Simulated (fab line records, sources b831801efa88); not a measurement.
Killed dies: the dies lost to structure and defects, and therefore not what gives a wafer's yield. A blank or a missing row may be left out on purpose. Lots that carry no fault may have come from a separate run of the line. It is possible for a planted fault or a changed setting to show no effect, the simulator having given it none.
The tool behind it: which one?    flow gf180mcu    route of 602 steps, sampled at 1 step: 6 lots, 17 wafers

== WHAT THE GAUGES SHOWED, per wafer ==
GF_V1_CD_MEAS_14: the cd target is 260 nm.
lot   measured      on         cd nm (nm)
L320  day 19 01:51  cd sem-02  261.0 260.5 260.8
L323  day 19 21:15  cd sem-02  258.6 260.6 259.2
L325  day 20 06:14  cd sem-02  256.8 259.6 257.5
L327  day 21 05:11  cd sem-02  260.1 258.9 259.6
L336  day 24 09:11  cd sem-02  259.5 260.0
L339  day 25 09:20  cd sem-01  262.2 262.3 262.1

== WHAT TOOL EACH LOT RAN ON (gives the tool, then ch and the chambers of the sampled wafers, and finally the start) ==
The record shows no process step preceding these readings.

== THE ANSWER, worked out from the rows above alone ==
Rule: usual is defined by the lots themselves. Put in order of their means at a reading, lots are off if they are a third of the lots or fewer, leave a main group of 4 or more, and stand apart from it by a gap of 3 or more times the standard deviation of the main group's means; of several such gaps the widest counts. If all means in a main group match to the digits the tables above print for the reading, that group is not used. Also off: a lot with no number at a reading for which 4 or more lots have one. Where the step has rows for the other lots, those lots are counted as sound.
None of the lots is off at any reading shown; this tells nothing.

== WHAT HAD BEEN PUT IN BY THE SIMULATOR ==
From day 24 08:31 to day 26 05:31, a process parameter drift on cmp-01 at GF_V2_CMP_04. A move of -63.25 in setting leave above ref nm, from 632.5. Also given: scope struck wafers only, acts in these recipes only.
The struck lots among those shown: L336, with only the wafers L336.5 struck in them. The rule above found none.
